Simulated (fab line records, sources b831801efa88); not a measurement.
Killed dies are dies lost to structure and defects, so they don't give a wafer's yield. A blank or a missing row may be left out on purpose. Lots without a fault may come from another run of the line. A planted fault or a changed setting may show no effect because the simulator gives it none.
Chamber matching | flow gf180mcu | GF_V3_CVD_02 on pecvd-04: 3 sister chambers
The step deposits SiO2 from TEOS, target thk 850 nm, time 94.851 s. 3 wafers are shown with their chamber, then 8 later ones without.

WAFERS WITH THEIR CHAMBER
wafer  | chamber | heater_power_w (W)
L084.5 | 1       | 699
L086.4 | 0       | 579
L092.2 | 2       | 763

WAFERS WITHOUT THEIR CHAMBER
wafer  | heater_power_w (W)
L092.3 | 696
L092.5 | 587
L095.2 | 736
L095.3 | 682
L095.4 | 801
L097.1 | 645
L097.2 | 606
L097.4 | 799

WHICH CHAMBER EACH WENT THROUGH
wafer  | from the rows above     | in truth
L092.3 | 1                       | 1
L092.5 | 0                       | 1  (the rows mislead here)
L095.2 | can't be placed: 2 or 1 | 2
L095.3 | 1                       | 1
L095.4 | 2                       | 2
L097.1 | can't be placed: 1 or 0 | 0
L097.2 | 0                       | 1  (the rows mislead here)
L097.4 | 2                       | 2
Placed correctly: 4 of 8. Can't be placed from these rows: 2 (the true chamber is among the candidates in 2). Placed wrongly: 2.
How it was worked out, from the rows above alone: a wafer's distance from a chamber is the root of the sum, over the readings, of the square of ((its reading less the chamber's mean) divided by the reading's scatter). The wafer belongs to the nearest chamber; if the next one is less than 2 further off, it can't be placed. A chamber's mean is the mean of its shown wafers. The scatter: with one shown wafer a chamber, the root of the mean of the squares of how far each hidden wafer lies from its nearest shown one.
